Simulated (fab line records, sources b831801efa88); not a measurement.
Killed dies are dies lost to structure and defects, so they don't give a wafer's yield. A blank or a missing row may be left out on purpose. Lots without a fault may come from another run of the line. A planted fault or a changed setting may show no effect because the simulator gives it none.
Which tool did it? | flow gf180mcu | 12 lots, 36 wafers sampled, at 4 steps of a route of 602

WHAT THE GAUGES READ, wafer by wafer
GF_M1_RS_MEAS_05: measures by four-point-probe. Usual: M1_ALCU_RS 0.0696 ohm/sq, standard deviation 0.00055.
lot  | measured     | on            | M1_ALCU_RS (ohm/sq)  | flag
L978 | day 16 07:17 | film_metro-03 | 0.0695 0.0696 0.0695 |
L979 | day 16 11:11 | film_metro-03 | 0.0706 0.0702 0.0697 |
L980 | day 16 21:23 | film_metro-02 | 0.0698 0.0695 0.0692 |
L981 | day 17 07:18 | film_metro-03 | 0.0692 0.0698 0.0688 |
L984 | day 18 15:06 | film_metro-03 | 0.0701 0.0697 0.0698 |
L988 | day 19 22:11 | film_metro-03 | 0.0696 0.0691 0.0692 |
L989 | day 20 13:39 | film_metro-02 | 0.0705 0.0696 0.0700 |
L992 | day 21 06:21 | film_metro-03 | 0.0696 0.0697 0.0698 |
L994 | day 21 23:10 | film_metro-02 | 0.0705 0.0703 0.0699 |
L995 | day 22 08:39 | film_metro-02 | 0.1888 0.0698 0.0698 | OFF
L996 | day 23 03:42 | film_metro-03 | 0.0694 0.0686 0.0695 |
L999 | day 24 01:40 | film_metro-02 | 0.0688 0.0691 0.0697 |

GF_M1_THK_MEAS_06: measures by xrf. Usual: M1_ALCU_THK 448 nm, standard deviation 4.2.
lot  | measured     | on            | M1_ALCU_THK (nm) | flag
L978 | day 16 07:24 | film_metro-03 | 447 446 448      |
L979 | day 16 11:18 | film_metro-03 | 443 443 443      |
L980 | day 16 21:29 | film_metro-02 | 452 455 455      |
L981 | day 17 07:25 | film_metro-03 | 445 442 449      |
L984 | day 18 15:12 | film_metro-03 | 444 443 444      |
L988 | day 19 22:18 | film_metro-03 | 444 448 448      |
L989 | day 20 13:46 | film_metro-02 | 446 451 449      |
L992 | day 21 06:28 | film_metro-03 | 448 445 447      |
L994 | day 21 23:16 | film_metro-02 | 447 449 450      |
L995 | day 22 08:46 | film_metro-02 | 171 452 452      | OFF
L996 | day 23 03:49 | film_metro-03 | 447 452 447      |
L999 | day 24 01:47 | film_metro-02 | 459 458 454      |

WHICH TOOL RAN EACH LOT (tool, then ch and the chambers of the sampled wafers, then the start)
lot  | GF_CONTACT_ETCH_16                 | GF_M1_SPUTTER_02
L978 | rie_diel-03 ch 1,3, day 16 05:49   | pvd_sputter-01, day 16 07:11
L979 | rie_diel-04 ch 1,2,3, day 16 09:22 | pvd_sputter-03, day 16 11:04
L980 | rie_diel-01 ch 0,1,2, day 16 19:58 | pvd_sputter-01, day 16 21:15
L981 | rie_diel-04 ch 0,1,3, day 17 05:31 | pvd_sputter-03, day 17 07:11
L984 | rie_diel-03 ch 2,3, day 18 13:39   | pvd_sputter-03, day 18 14:58
L988 | rie_diel-01 ch 0,2, day 19 20:48   | pvd_sputter-03, day 19 22:05
L989 | rie_diel-04 ch 1,2, day 20 12:16   | pvd_sputter-02, day 20 13:32
L992 | rie_diel-04 ch 1,2,3, day 21 04:58 | pvd_sputter-01, day 21 06:14
L994 | rie_diel-03 ch 1,2,3, day 21 21:46 | pvd_sputter-02, day 21 23:03
L995 | rie_diel-04 ch 0,1,3, day 22 07:16 | pvd_sputter-01, day 22 08:34
L996 | rie_diel-04 ch 1,2,3, day 22 18:34 | pvd_sputter-02, day 23 03:35
L999 | rie_diel-03 ch 2,3, day 24 00:18   | pvd_sputter-02, day 24 01:35
- GF_CONTACT_ETCH_16: etches BARC in N2/H2.
- GF_M1_SPUTTER_02: material AlCu, target thk 450 nm, time 23.9 s.

WHAT THE TOOLS THEMSELVES READ (means of the sampled wafers that have a number; where no wafer has one, the mark that the record gives instead)
GF_CONTACT_ETCH_16. Usual: drypump_motor_current_A 5.7 A, standard deviation 0.35; oes_product_au 0.854 a.u., standard deviation 0.0047; throttle_valve_pct 13.225 %, standard deviation 0.0091.
lot  | tool        | drypump_motor_current_A (A) | oes_product_au (a.u.) | throttle_valve_pct (%) | flag
L978 | rie_diel-03 | 6.4                         | 0.856                 | 13.229                 |
L979 | rie_diel-04 | 5.5                         | 0.857                 | 13.218                 |
L980 | rie_diel-01 | 5.6                         | 0.858                 | 13.225                 |
L981 | rie_diel-04 | 5.4                         | 0.853                 | 13.219                 |
L984 | rie_diel-03 | 6.0                         | 0.852                 | 13.231                 |
L988 | rie_diel-01 | 5.5                         | 0.853                 | 13.223                 |
L989 | rie_diel-04 | 5.7                         | 0.854                 | 13.232                 |
L992 | rie_diel-04 | 5.6                         | 0.853                 | 13.221                 |
L994 | rie_diel-03 | 6.1                         | 0.851                 | 13.232                 |
L995 | rie_diel-04 | 5.4                         | 0.854                 | 13.230                 |
L996 | rie_diel-04 | 5.5                         | 0.853                 | 13.219                 |
L999 | rie_diel-03 | 6.0                         | 0.852                 | 13.220                 |

GF_M1_SPUTTER_02. Usual: throttle_valve_pct 29.5 %, standard deviation 0.99.
lot  | tool           | throttle_valve_pct (%) | flag
L978 | pvd_sputter-01 | 29.3                   |
L979 | pvd_sputter-03 | 29.7                   |
L980 | pvd_sputter-01 | 30.7                   |
L981 | pvd_sputter-03 | 30.0                   |
L984 | pvd_sputter-03 | 29.8                   |
L988 | pvd_sputter-03 | 29.2                   |
L989 | pvd_sputter-02 | 28.2                   |
L992 | pvd_sputter-01 | 29.5                   |
L994 | pvd_sputter-02 | 28.0                   |
L995 | pvd_sputter-01 | 30.2                   |
L996 | pvd_sputter-02 | 28.7                   |
L999 | pvd_sputter-02 | 30.0                   |

THE ANSWER, worked out from the rows above alone
Rule: a lot is off if the mean of its wafers that have a number lies more than 3 standard deviations from the usual mean. A lot without any number at a reading at which 4 lots or more have one is off too. The other lots that the step has rows for count as sound. The gauges are gone through in route order, then the tools' own readings, and for those a lot's mean is taken as printed above. The first step at which some lot is off is used, and at that step the reading that is off furthest; a lot without a number counts as furthest.
Off: L995, at GF_M1_RS_MEAS_05 (M1_ALCU_RS).
A tool fits if, at a process step before that reading, it ran every lot that is off, and no sound lot after the first of them. The gauges at GF_M1_RS_MEAS_05 are tried like those tools. One fits: pvd_sputter-01 at GF_M1_SPUTTER_02. Its last sound lot is L992 (day 21 06:14), its first lot that is off L995 (day 22 08:34): a fault that began between those two fits.

WHAT THE SIMULATOR HAD PUT IN
Process parameter drift: pvd_sputter-01, from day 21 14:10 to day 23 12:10, at GF_M1_SPUTTER_02. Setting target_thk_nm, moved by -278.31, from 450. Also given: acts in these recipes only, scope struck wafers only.
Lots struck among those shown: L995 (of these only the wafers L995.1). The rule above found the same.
